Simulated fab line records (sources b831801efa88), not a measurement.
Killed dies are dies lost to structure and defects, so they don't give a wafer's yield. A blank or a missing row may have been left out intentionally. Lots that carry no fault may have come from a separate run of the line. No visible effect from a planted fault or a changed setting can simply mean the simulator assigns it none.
Which tool did it? ; flow sky130 ; Sampling: 12 lots, 36 wafers, 4 of 708 route steps

WHAT THE GAUGES READ, wafer by wafer
SKY_VIA2_RS_MEAS_22: measurement is done with a four-point probe.
lot;measured;on;VIA2_W_RS (ohm/sq)
L201;day 38 05:25;film_metro-03;0.267 0.272 0.270
L202;day 38 07:02;film_metro-01;0.278 0.273 0.268
L206;day 39 15:44;film_metro-02;0.268 0.272 0.275
L207;day 39 17:31;film_metro-01;0.274 0.276 0.273
L210;day 40 14:11;film_metro-02;0.277 0.272 0.276
L211;day 41 09:11;film_metro-02;0.271 0.277 0.278
L212;day 41 09:19;film_metro-01;0.269 0.275 0.279
L217;day 42 11:03;film_metro-01;0.271 0.273 0.269
L219;day 43 01:31;film_metro-01;0.279 0.273 0.271
L220;day 43 14:28;film_metro-03;0.278 0.275 0.276
L221;day 43 16:50;film_metro-03;0.280 0.273 0.281
L222;day 43 22:01;film_metro-02;0.275 0.280 0.276

SKY_METAL3_CD_MEAS_13: target cd 300 nm.
lot;measured;on;cd_nm (nm)
L201;day 40 11:03;cd_sem-01;299.4 298.9 298.8
L202;day 40 11:41;cd_sem-02;299.6 299.9 300.4
L206;day 41 19:20;cd_sem-02;301.7 300.9 300.3
L207;day 41 22:03;cd_sem-01;299.2 299.9 299.3
L210;day 42 16:46;cd_sem-02;300.8 300.6 300.2
L211;day 43 11:11;cd_sem-01;300.5 300.3 299.6
L212;day 43 11:01;cd_sem-02;301.2 300.1 300.4
L217;day 44 10:12;cd_sem-01;302.6 300.7 302.3
L219;day 45 00:25;cd_sem-01;301.1 301.1 301.7
L220;day 45 14:18;cd_sem-02;301.1 300.7 300.2
L221;day 45 15:26;cd_sem-02;299.4 299.6 299.9
L222;day 45 20:44;cd_sem-02;300.3 301.2 300.6

SKY_VIA3_CD_MEAS_12: target cd 200 nm.
lot;measured;on;cd_nm (nm)
L201;day 41 13:31;cd_sem-01;199.4 199.7 199.0
L202;day 41 14:20;cd_sem-01;202.9 203.0 201.5
L206;day 42 21:06;cd_sem-01;199.9 200.2 199.3
L207;day 42 23:42;cd_sem-01;197.8 200.2 199.1
L211;day 44 12:27;cd_sem-01;199.3 199.4 199.5
L217;day 45 10:34;cd_sem-02;199.9 200.1 200.5
L219;day 45 23:45;cd_sem-01;198.1 197.0 198.2
L220;day 46 14:15;cd_sem-02;198.2 196.9 197.4
L221;day 46 15:26;cd_sem-01;200.0 200.3 199.9
L222;day 46 19:52;cd_sem-02;199.4 199.8 199.9

EACH LOT AND THE TOOL THAT RAN IT (in order: tool; ch and the chambers of the sampled wafers; start)
lot;SKY_METAL3_ETCH_17
L201;rie_diel-04 ch 2,3, day 40 11:19
L202;rie_diel-03 ch 0,2, day 40 11:56
L206;rie_diel-03 ch 0,3, day 41 19:37
L207;rie_diel-04 ch 0,2, day 41 22:20
L210;rie_diel-04 ch 1,2, day 42 16:59
L211;rie_diel-02 ch 0,3, day 43 11:28
L212;rie_diel-03 ch 0,2, day 43 11:17
L217;rie_diel-02 ch 0,3, day 44 10:32
L219;rie_diel-04 ch 2,3, day 45 00:41
L220;rie_diel-02 ch 0,1,2, day 45 14:43
L221;rie_diel-02 ch 0,1,2, day 45 15:41
L222;rie_diel-04 ch 0,2,3, day 45 21:06
- SKY_METAL3_ETCH_17: etches SiO2 in C4F8/O2/Ar, stops on TiN, time 3.9 s, target depth 15 nm.

WHAT THE TOOLS THEMSELVES READ (means of the sampled wafers that have a number; where no wafer has one, the mark that the record gives instead)
SKY_METAL3_ETCH_17.
lot;tool;bias_w (W);chamber_pressure_mTorr (mTorr);oes_product_au (a.u.);rf_fwd_power_W (W)
L201;rie_diel-04;1197;39.96;0.751;1461
L202;rie_diel-03;1200;40.02;0.750;1462
L206;rie_diel-03;1202;39.97;0.758;1474
L207;rie_diel-04;1201;40.02;0.753;1463
L210;rie_diel-04;-;-;-;-
L211;rie_diel-02;1196;40.02;0.757;1465
L212;rie_diel-03;-;-;-;-
L217;rie_diel-02;1200;40.00;0.760;1462
L219;rie_diel-04;1197;39.96;0.754;1466
L220;rie_diel-02;1201;39.99;0.752;1476
L221;rie_diel-02;1199;40.02;0.755;1470
L222;rie_diel-04;1204;39.98;0.758;1463

THE ANSWER, worked out from the rows above alone
Rule: the usual values come from the lots themselves. Put in order of their means at a reading, lots are off if they are a third of the lots or fewer, leave a main group of 4 or more, and stand apart from it by a gap of 3 or more times the standard deviation of the main group's means; of several such gaps the widest counts. A main group is skipped when, at the precision printed for the reading in the tables above, its means are all equal. A lot without any number at a reading at which 4 lots or more have one is off too. Where the step has rows for the other lots, those lots are counted as sound. First the gauges in route order, then the tools' own readings, where a lot's mean is used as printed above. At the first step where some lot is off, the reading lying furthest off is the one used; lots without a number count as furthest.
Off: L210, L212, at SKY_METAL3_ETCH_17 (bias_w). Without a number there: L210, L212. The main group: mean 1200 W, standard deviation 2.4.
A tool fits if, at that step or a process step before it, it ran every lot that is off, and no sound lot after the first of them. No candidate that was tried fits.

WHAT HAD BEEN PUT IN BY THE SIMULATOR
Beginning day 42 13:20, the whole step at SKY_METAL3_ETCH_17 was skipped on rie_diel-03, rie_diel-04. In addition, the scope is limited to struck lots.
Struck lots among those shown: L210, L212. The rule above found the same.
